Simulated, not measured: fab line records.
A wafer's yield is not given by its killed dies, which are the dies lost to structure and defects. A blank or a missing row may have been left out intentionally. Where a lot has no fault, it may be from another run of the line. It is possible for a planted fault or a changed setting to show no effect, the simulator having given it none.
fab line records :: flow sky130 :: part 2 of 2: steps 26 to 26 of 26
record:
  lots: 6
  wafers: 18
  lastDay: 50
route steps=708 shown VIA2@527 METAL3@532 CAPM@537 PAD_OPEN@708
lots that met no fault: taken from a fault-free run of the same line
startH: start of the lot's first displayed wafer, in hours after the record's first day :: waitH: hours elapsed since this lot's preceding step :: " same as the row above :: L1.1+2: a row that stands for several wafers :: - no value, or no start given :: * or withheld: withheld :: < > ~ a bound
route shown NAME@n: a module of which the file shows steps, and the number in the route of the first :: usual: mean/standard deviation of fault-free wafers :: same: alike in all rows :: chamber/n: place in a boat :: sites: each site's reading :: _std_site: the standard deviation of these :: _edge_site: mean of outer sites minus mean of inner sites :: radiusMm: for every site, how far away it sits from the centre of the wafer :: mask NAME#n: copy n :: behind: the most recent tool/chamber to have shaped the wafer :: hold: the reason the lot was held/the length of the hold in hours/how it ended :: device: the transistor (n, p or np) that didn't switch :: end of line: the same wafers' tests at the end of the route :: for a step that has no rows: nothing shown but its recipe :: killed: dies lost to structure and defects at the first sort, not the wafer's yield :: map: a wafer's dies, x killed, . not, _ none there
set.NAME: the setting as run; set.NAME@STEP: as run at that earlier step :: model.NAME: the simulator's own value behind a step, which no gauge read
lots seen at some steps along the route; tables by step, rows by wafer
services: from which hour (startH, from the record's first day; less than 0 if before it) a tool's chamber was out of use, for how many hours, and why
== steps ==
step: SKY_PAD_OPEN_PROBE_99
usual:
  defectLimitedYield: 82.5/1.9
  killed_at_M0_to_M3: 43/7.6
  killed_at_M4_up: 2.9/1.7
  killedAtContacts: 24/5.5
  killedAtFrontEnd: 15/4.2
  killedAtOther: 0.3/0.52
  killedDies: 86/9.4
  killedOnRim: 17/4
  killedOpen: 47/7
  killedShort: 39/6.4
  sort_bin_3_pad_short: 0.9/0.4
  sort_bin_5_function: 10.3/1.6
  sort_bin_6_memory: 6.2/1.1
  sortNPass: 406/9.4
  sortYieldPct: 82.5/1.9
same:
  grossDies: 492
  killedAtBackSide: 0
  sort_bin_4_leakage[%]: 0
  sort_bin_8_speed[%]: 0
lot.wafer: L204.1
tool: prober-02
chamber: -
startH: 1137.20
waitH: 0.1
defectLimitedYield[%]: 0
killed_at_M0_to_M3: 14
killed_at_M4_up: 1
killedAtContacts: 1
killedAtFrontEnd: 2
killedAtOther: 474
killedDies: 492
killedOnRim: 96
killedOpen: 10
killedShort: 8
sort_bin_3_pad_short[%]: 20.7
sort_bin_5_function[%]: 74.2
sort_bin_6_memory[%]: 5.1
sortNPass: 0
sortYieldPct[%]: 0

lot.wafer: L204.2
tool: prober-02
chamber: -
startH: 1137.25
waitH: 0.1
defectLimitedYield[%]: 0
killed_at_M0_to_M3: 7
killed_at_M4_up: 3
killedAtContacts: 7
killedAtFrontEnd: 3
killedAtOther: 472
killedDies: 492
killedOnRim: 96
killedOpen: 8
killedShort: 11
sort_bin_3_pad_short[%]: 25.2
sort_bin_5_function[%]: 70.9
sort_bin_6_memory[%]: 3.9
sortNPass: 0
sortYieldPct[%]: 0

lot.wafer: L204.3
tool: prober-02
chamber: -
startH: 1137.30
waitH: 0.2
defectLimitedYield[%]: 0
killed_at_M0_to_M3: 8
killed_at_M4_up: 1
killedAtContacts: 8
killedAtFrontEnd: 4
killedAtOther: 471
killedDies: 492
killedOnRim: 96
killedOpen: 7
killedShort: 14
sort_bin_3_pad_short[%]: 21.7
sort_bin_5_function[%]: 74.4
sort_bin_6_memory[%]: 3.9
sortNPass: 0
sortYieldPct[%]: 0

lot.wafer: L205.2
tool: prober-01
chamber: -
startH: 1143.65
waitH: 0.1
defectLimitedYield[%]: 0
killed_at_M0_to_M3: 6
killed_at_M4_up: 0
killedAtContacts: 4
killedAtFrontEnd: 3
killedAtOther: 479
killedDies: 492
killedOnRim: 96
killedOpen: 8
killedShort: 5
sort_bin_3_pad_short[%]: 24.8
sort_bin_5_function[%]: 73.8
sort_bin_6_memory[%]: 1.4
sortNPass: 0
sortYieldPct[%]: 0

lot.wafer: L205.5
tool: prober-01
chamber: -
startH: 1143.80
waitH: 0.2
defectLimitedYield[%]: 0
killed_at_M0_to_M3: 7
killed_at_M4_up: 2
killedAtContacts: 5
killedAtFrontEnd: 1
killedAtOther: 477
killedDies: 492
killedOnRim: 96
killedOpen: 9
killedShort: 6
sort_bin_3_pad_short[%]: 22.2
sort_bin_5_function[%]: 74.8
sort_bin_6_memory[%]: 3.0
sortNPass: 0
sortYieldPct[%]: 0

lot.wafer: L205.6
tool: prober-01
chamber: -
startH: 1143.85
waitH: 0.2
defectLimitedYield[%]: 0
killed_at_M0_to_M3: 8
killed_at_M4_up: 1
killedAtContacts: 8
killedAtFrontEnd: 3
killedAtOther: 472
killedDies: 492
killedOnRim: 96
killedOpen: 11
killedShort: 9
sort_bin_3_pad_short[%]: 23.8
sort_bin_5_function[%]: 74.2
sort_bin_6_memory[%]: 2.0
sortNPass: 0
sortYieldPct[%]: 0

lot.wafer: L206.1
tool: prober-02
chamber: -
startH: 1151.93
waitH: 0.1
defectLimitedYield[%]: 85.6
killed_at_M0_to_M3: 31
killed_at_M4_up: 6
killedAtContacts: 19
killedAtFrontEnd: 15
killedAtOther: 0
killedDies: 71
killedOnRim: 16
killedOpen: 31
killedShort: 36
sort_bin_3_pad_short[%]: 0.8
sort_bin_5_function[%]: 7.1
sort_bin_6_memory[%]: 6.5
sortNPass: 421
sortYieldPct[%]: 85.6

lot.wafer: L206.2
tool: prober-02
chamber: -
startH: 1151.98
waitH: 0.1
defectLimitedYield[%]: 83.9
killed_at_M0_to_M3: 32
killed_at_M4_up: 3
killedAtContacts: 25
killedAtFrontEnd: 19
killedAtOther: 0
killedDies: 79
killedOnRim: 18
killedOpen: 43
killedShort: 35
sort_bin_3_pad_short[%]: 1.0
sort_bin_5_function[%]: 8.7
sort_bin_6_memory[%]: 6.3
sortNPass: 413
sortYieldPct[%]: 83.9

lot.wafer: L206.4
tool: prober-02
chamber: -
startH: 1152.08
waitH: 0.2
defectLimitedYield[%]: 83.1
killed_at_M0_to_M3: 38
killed_at_M4_up: 2
killedAtContacts: 29
killedAtFrontEnd: 14
killedAtOther: 0
killedDies: 83
killedOnRim: 10
killedOpen: 46
killedShort: 35
sort_bin_3_pad_short[%]: 1.4
sort_bin_5_function[%]: 9.1
sort_bin_6_memory[%]: 6.3
sortNPass: 409
sortYieldPct[%]: 83.1

lot.wafer: L209.1
tool: prober-01
chamber: -
startH: 1169.41
waitH: 0.1
defectLimitedYield[%]: 82.1
killed_at_M0_to_M3: 47
killed_at_M4_up: 1
killedAtContacts: 22
killedAtFrontEnd: 18
killedAtOther: 0
killedDies: 88
killedOnRim: 22
killedOpen: 54
killedShort: 34
sort_bin_3_pad_short[%]: 0.8
sort_bin_5_function[%]: 10.6
sort_bin_6_memory[%]: 6.5
sortNPass: 404
sortYieldPct[%]: 82.1

lot.wafer: L209.5
tool: prober-01
chamber: -
startH: 1169.61
waitH: 0.2
defectLimitedYield[%]: 83.3
killed_at_M0_to_M3: 46
killed_at_M4_up: 3
killedAtContacts: 17
killedAtFrontEnd: 15
killedAtOther: 1
killedDies: 82
killedOnRim: 16
killedOpen: 47
killedShort: 35
sort_bin_3_pad_short[%]: 1.2
sort_bin_5_function[%]: 10.8
sort_bin_6_memory[%]: 4.7
sortNPass: 410
sortYieldPct[%]: 83.3

lot.wafer: L209.6
tool: prober-01
chamber: -
startH: 1169.66
waitH: 0.2
defectLimitedYield[%]: 85.6
killed_at_M0_to_M3: 42
killed_at_M4_up: 1
killedAtContacts: 14
killedAtFrontEnd: 14
killedAtOther: 0
killedDies: 71
killedOnRim: 14
killedOpen: 34
killedShort: 37
sort_bin_3_pad_short[%]: 0.2
sort_bin_5_function[%]: 8.7
sort_bin_6_memory[%]: 5.5
sortNPass: 421
sortYieldPct[%]: 85.6

lot.wafer: L213.1
tool: prober-01
chamber: -
startH: 1185.35
waitH: 0.1
defectLimitedYield[%]: 79.5
killed_at_M0_to_M3: 41
killed_at_M4_up: 3
killedAtContacts: 28
killedAtFrontEnd: 28
killedAtOther: 1
killedDies: 101
killedOnRim: 15
killedOpen: 53
killedShort: 48
sort_bin_3_pad_short[%]: 1.0
sort_bin_5_function[%]: 12.0
sort_bin_6_memory[%]: 7.5
sortNPass: 391
sortYieldPct[%]: 79.5

lot.wafer: L213.2
tool: prober-01
chamber: -
startH: 1185.40
waitH: 0.1
defectLimitedYield[%]: 78.7
killed_at_M0_to_M3: 59
killed_at_M4_up: 4
killedAtContacts: 23
killedAtFrontEnd: 19
killedAtOther: 0
killedDies: 105
killedOnRim: 17
killedOpen: 58
killedShort: 45
sort_bin_3_pad_short[%]: 0.8
sort_bin_5_function[%]: 14.0
sort_bin_6_memory[%]: 6.5
sortNPass: 387
sortYieldPct[%]: 78.7

lot.wafer: L213.5
tool: prober-01
chamber: -
startH: 1185.55
waitH: 0.2
defectLimitedYield[%]: 82.9
killed_at_M0_to_M3: 45
killed_at_M4_up: 3
killedAtContacts: 20
killedAtFrontEnd: 16
killedAtOther: 0
killedDies: 84
killedOnRim: 14
killedOpen: 46
killedShort: 38
sort_bin_3_pad_short[%]: 1.0
sort_bin_5_function[%]: 9.1
sort_bin_6_memory[%]: 6.9
sortNPass: 408
sortYieldPct[%]: 82.9

lot.wafer: L216.3
tool: prober-02
chamber: -
startH: 1195.98
waitH: 0.2
defectLimitedYield[%]: 83.1
killed_at_M0_to_M3: 36
killed_at_M4_up: 5
killedAtContacts: 30
killedAtFrontEnd: 11
killedAtOther: 1
killedDies: 83
killedOnRim: 17
killedOpen: 53
killedShort: 30
sort_bin_3_pad_short[%]: 1.0
sort_bin_5_function[%]: 9.6
sort_bin_6_memory[%]: 6.3
sortNPass: 409
sortYieldPct[%]: 83.1

lot.wafer: L216.4
tool: prober-02
chamber: -
startH: 1196.03
waitH: 0.2
defectLimitedYield[%]: 84.6
killed_at_M0_to_M3: 37
killed_at_M4_up: 2
killedAtContacts: 23
killedAtFrontEnd: 13
killedAtOther: 1
killedDies: 76
killedOnRim: 14
killedOpen: 41
killedShort: 33
sort_bin_3_pad_short[%]: 1.0
sort_bin_5_function[%]: 10.0
sort_bin_6_memory[%]: 4.5
sortNPass: 416
sortYieldPct[%]: 84.6

lot.wafer: L216.6
tool: prober-02
chamber: -
startH: 1196.13
waitH: 0.2
defectLimitedYield[%]: 84.3
killed_at_M0_to_M3: 34
killed_at_M4_up: 2
killedAtContacts: 24
killedAtFrontEnd: 16
killedAtOther: 1
killedDies: 77
killedOnRim: 16
killedOpen: 40
killedShort: 36
sort_bin_3_pad_short[%]: 0.6
sort_bin_5_function[%]: 11.0
sort_bin_6_memory[%]: 4.1
sortNPass: 415
sortYieldPct[%]: 84.3
killed by level:class
L204.1 CAPM:lostPattern=471 METAL2:geometricParticle:short=3 CAPM:areaSputter=3 VIA2:geometricParticle:open=2 VIA1:geometricParticle:open=2 VIA2:geometricParticle:short=2 VIA3:geometricParticle:open=2 POLY_GATE:geometricParticle:open=1
L204.2 CAPM:lostPattern=469 VIA1:geometricParticle:open=4 METAL4:geometricParticle:short=3 CAPM:areaSputter=3 POLY_GATE:geometricParticle:short=2 LI_CONTACT:geometricParticle:open=2 CONTACT:geometricParticle:open=2 CONTACT:geometricParticle:short=2
L204.3 CAPM:lostPattern=470 CONTACT:geometricParticle:short=3 CONTACT:geometricParticle:open=3 FIELD_ISO:geometricParticle:short=2 VIA1:geometricParticle:short=2 POLY_GATE:geometricParticle:open=1 POLY_GATE:geometricParticle:short=1 LI_CONTACT:geometricParticle:open=1
L205.2 CAPM:lostPattern=477 CONTACT:geometricParticle:short=2 VIA1:geometricParticle:open=2 CAPM:areaSputter=2 FIELD_ISO:geometricParticle:open=1 POLY_GATE:geometricParticle:short=1 SPACER:geometricParticle:short=1 LI_CONTACT:geometricParticle:open=1
L205.5 CAPM:lostPattern=474 VIA2:geometricParticle:open=3 CAPM:areaSputter=3 CONTACT:geometricParticle:short=2 CONTACT:geometricParticle:open=2 METAL4:geometricParticle:short=2 POLY_GATE:geometricParticle:open=1 LOCAL_INTERCONNECT:geometricParticle:short=1
L205.6 CAPM:lostPattern=470 CONTACT:geometricParticle:open=4 CONTACT:geometricParticle:short=3 FIELD_ISO:geometricParticle:short=2 METAL1:geometricParticle:short=2 VIA2:geometricParticle:open=2 VIA3:geometricParticle:open=2 CAPM:areaSputter=2
L206.1 VIA1:geometricParticle:open=8 CONTACT:geometricParticle:open=7 CONTACT:geometricParticle:short=6 FIELD_ISO:geometricParticle:short=5 POLY_GATE:geometricParticle:short=5 VIA1:geometricParticle:short=4 VIA4:coatMicrobubblePrinted=4 FIELD_ISO:geometricParticle:open=3
L206.2 CONTACT:geometricParticle:open=10 LI_CONTACT:geometricParticle:open=7 POLY_GATE:geometricParticle:open=6 VIA3:geometricParticle:open=5 LI_CONTACT:geometricParticle:short=4 VIA1:geometricParticle:open=4 VIA3:geometricParticle:short=4 METAL2:geometricParticle:short=4
L206.4 CONTACT:geometricParticle:open=15 VIA1:geometricParticle:open=9 VIA3:geometricParticle:open=6 LI_CONTACT:geometricParticle:open=5 VIA1:geometricParticle:short=5 FIELD_ISO:geometricParticle:open=4 FIELD_ISO:geometricParticle:short=4 LOCAL_INTERCONNECT:geometricParticle:short=4
L209.1 CONTACT:geometricParticle:open=9 VIA1:geometricParticle:open=9 VIA2:geometricParticle:open=8 METAL1:geometricParticle:short=8 VIA3:geometricParticle:open=7 LI_CONTACT:geometricParticle:open=6 FIELD_ISO:geometricParticle:open=5 FIELD_ISO:geometricParticle:short=5
L209.5 VIA1:geometricParticle:open=10 METAL1:geometricParticle:short=9 VIA2:geometricParticle:open=7 CONTACT:geometricParticle:open=6 VIA3:geometricParticle:open=6 METAL2:geometricParticle:short=5 FIELD_ISO:geometricParticle:open=4 LOCAL_INTERCONNECT:geometricParticle:short=4
L209.6 VIA2:geometricParticle:open=10 FIELD_ISO:geometricParticle:short=5 METAL1:geometricParticle:short=5 VIA1:geometricParticle:open=5 VIA2:geometricParticle:short=5 VIA3:geometricParticle:open=5 CONTACT:geometricParticle:open=4 METAL2:geometricParticle:short=4
L213.1 POLY_GATE:geometricParticle:short=10 VIA1:geometricParticle:open=10 CONTACT:geometricParticle:open=9 LI_CONTACT:geometricParticle:open=8 VIA2:geometricParticle:short=6 POLY_GATE:geometricParticle:open=6 FIELD_ISO:geometricParticle:short=5 LOCAL_INTERCONNECT:geometricParticle:short=5
L213.2 VIA1:geometricParticle:open=19 VIA3:geometricParticle:open=13 LOCAL_INTERCONNECT:geometricParticle:short=8 VIA1:geometricParticle:short=8 VIA2:geometricParticle:open=6 FIELD_ISO:geometricParticle:open=5 METAL1:geometricParticle:short=5 LI_CONTACT:geometricParticle:open=4
L213.5 VIA1:geometricParticle:open=10 METAL1:geometricParticle:short=7 VIA1:geometricParticle:short=7 VIA3:geometricParticle:open=7 POLY_GATE:geometricParticle:open=6 CONTACT:geometricParticle:open=6 VIA2:geometricParticle:open=5 LOCAL_INTERCONNECT:geometricParticle:short=4
L216.3 LI_CONTACT:geometricParticle:open=13 CONTACT:geometricParticle:open=8 VIA1:geometricParticle:open=8 VIA1:geometricParticle:short=7 VIA3:geometricParticle:open=6 VIA2:geometricParticle:open=5 POLY_GATE:geometricParticle:open=4 CONTACT:geometricParticle:short=4
L216.4 VIA3:geometricParticle:open=10 CONTACT:geometricParticle:short=7 METAL2:geometricParticle:short=7 LI_CONTACT:geometricParticle:open=6 CONTACT:geometricParticle:open=5 VIA1:geometricParticle:open=5 VIA2:geometricParticle:open=4 FIELD_ISO:geometricParticle:open=3
L216.6 CONTACT:geometricParticle:short=8 CONTACT:geometricParticle:open=7 VIA2:geometricParticle:open=6 VIA1:geometricParticle:open=6 VIA3:geometricParticle:open=5 METAL2:geometricParticle:short=5 FIELD_ISO:geometricParticle:open=4 SPACER:geometricParticle:short=4
map L204.1 (x killed, . not)
__________xxxxxxxxxx_________
________xxxxxxxxxxxxxx_______
______xxxxxxxxxxxxxxxxxx_____
_____xxxxxxxxxxxxxxxxxxxx____
____xxxxxxxxxxxxxxxxxxxxxx___
___xxxxxxxxxxxxxxxxxxxxxxxx__
__xxxxxxxxxxxxxxxxxxxxxxxxxx_
_xxxxxxxxxxxxxxxxxxxxxxxxxxxx
_xxxxxxxxxxxxxxxxxxxxxxxxxxxx
_xxxxxxxxxxxxxxxxxxxxxxxxxxxx
_xxxxxxxxxxxxxxxxxxxxxxxxxxxx
_xxxxxxxxxxxxxxxxxxxxxxxxxxxx
_xxxxxxxxxxxxxxxxxxxxxxxxxxxx
_xxxxxxxxxxxxxxxxxxxxxxxxxxxx
_xxxxxxxxxxxxxxxxxxxxxxxxxxxx
__xxxxxxxxxxxxxxxxxxxxxxxxxx_
___xxxxxxxxxxxxxxxxxxxxxxxx__
____xxxxxxxxxxxxxxxxxxxxxx___
_____xxxxxxxxxxxxxxxxxxxx____
______xxxxxxxxxxxxxxxxxx_____
________xxxxxxxxxxxxxx_______
__________xxxxxxxxxx_________
map L205.2 (x killed, . not)
__________xxxxxxxxxx_________
________xxxxxxxxxxxxxx_______
______xxxxxxxxxxxxxxxxxx_____
_____xxxxxxxxxxxxxxxxxxxx____
____xxxxxxxxxxxxxxxxxxxxxx___
___xxxxxxxxxxxxxxxxxxxxxxxx__
__xxxxxxxxxxxxxxxxxxxxxxxxxx_
_xxxxxxxxxxxxxxxxxxxxxxxxxxxx
_xxxxxxxxxxxxxxxxxxxxxxxxxxxx
_xxxxxxxxxxxxxxxxxxxxxxxxxxxx
_xxxxxxxxxxxxxxxxxxxxxxxxxxxx
_xxxxxxxxxxxxxxxxxxxxxxxxxxxx
_xxxxxxxxxxxxxxxxxxxxxxxxxxxx
_xxxxxxxxxxxxxxxxxxxxxxxxxxxx
_xxxxxxxxxxxxxxxxxxxxxxxxxxxx
__xxxxxxxxxxxxxxxxxxxxxxxxxx_
___xxxxxxxxxxxxxxxxxxxxxxxx__
____xxxxxxxxxxxxxxxxxxxxxx___
_____xxxxxxxxxxxxxxxxxxxx____
______xxxxxxxxxxxxxxxxxx_____
________xxxxxxxxxxxxxx_______
__________xxxxxxxxxx_________
== services ==
tool: cvdW-02
chamber: -
startH: 904.00
hours: 14.0
kind: pm

tool: rieMetal-02
chamber: 1
startH: 909.40
hours: 12.3
kind: repair

tool: cmp-01
chamber: -
startH: 912.61
hours: 5.7
kind: pm

tool: cmp-01
chamber: -
startH: 918.34
hours: 4.0
kind: pm

tool: rieMetal-02
chamber: -
startH: 935.83
hours: 11.6
kind: repair

tool: pvdSputter-01
chamber: -
startH: 938.20
hours: 8.3
kind: repair

tool: pvdSputter-03
chamber: 1
startH: 947.70
hours: -
kind: consumableReplace:kit

tool: pvdSputter-02
chamber: -
startH: 948.84
hours: 3.7
kind: repair

tool: plasmaAsher-02
chamber: -
startH: 954.79
hours: 4.0
kind: pm

tool: pvdSputter-04
chamber: 0
startH: 958.13
hours: -
kind: consumableReplace:kit

tool: pvdSputter-04
chamber: 0
startH: 958.13
hours: 18.0
kind: scheduledDown

tool: pvdSputter-04
chamber: 0
startH: 958.13
hours: 18.0
kind: ventCycle

tool: rieMetal-02
chamber: -
startH: 958.62
hours: 2.8
kind: pm

tool: pvdSputter-02
chamber: -
startH: 977.74
hours: 13.3
kind: repair

tool: plasmaAsher-02
chamber: -
startH: 977.84
hours: 8.9
kind: repair

tool: pvdSputter-02
chamber: -
startH: 984.20
hours: 0.8
kind: repair

tool: pvdSputter-01
chamber: -
startH: 989.62
hours: 0.8
kind: repair

tool: cmp-02
chamber: -
startH: 990.09
hours: 4.0
kind: pm

tool: rieMetal-03
chamber: 0
startH: 1005.55
hours: 13.9
kind: repair

tool: cmp-02
chamber: -
startH: 1005.60
hours: 0.6
kind: repair

tool: pvdSputter-02
chamber: -
startH: 1009.75
hours: 8.4
kind: repair

tool: rieMetal-03
chamber: -
startH: 1010.30
hours: 1.4
kind: pm

tool: cmp-02
chamber: -
startH: 1016.92
hours: 0.8
kind: repair

tool: rieMetal-04
chamber: 0
startH: 1027.82
hours: 21.8
kind: repair
== key ==
firstSign:
  step: SKY_CAPM_SPUTTER_02
  reading: toolRecord
  direction: missing
effect:
  step: SKY_CAPM_RS_MEAS_03
  reading: CAPM_TIN_RS
  direction: missing
effect:
  step: SKY_CAPM_THK_MEAS_04
  reading: CAPM_TIN_THK
  direction: down
  sigmas: 88
  usual: 200.0
  struck: <0.0
effect:
  step: SKY_CAPM_METAL_ETCH_13
  reading: oesProductAu
  direction: down
  sigmas: 81
  usual: 0.941
  struck: 0.375
effect:
  step: SKY_PAD_OPEN_PROBE_99
  reading: killedAtOther
  direction: up
  sigmas: 99+
  usual: 0.3
  struck: 474.2
metAt SKY_CAPM_SPUTTER_02
struckWafers L204.1,L204.2,L204.3,L205.2,L205.5,L205.6
laterRowsLeftOut L204.1,L204.2,L204.3,L205.2,L205.5,L205.6
fault:
  kind: skippedStepWhole
  tool: pvdSputter-04
  chamber: -
  onsetH: 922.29
  steps: SKY_CAPM_SPUTTER_02
  scope: struckLotsOnly
laterRowsLeftOut: the simulator's readings of these wafers behind a module that went badly wrong aren't trusted and aren't shown, but for the sort
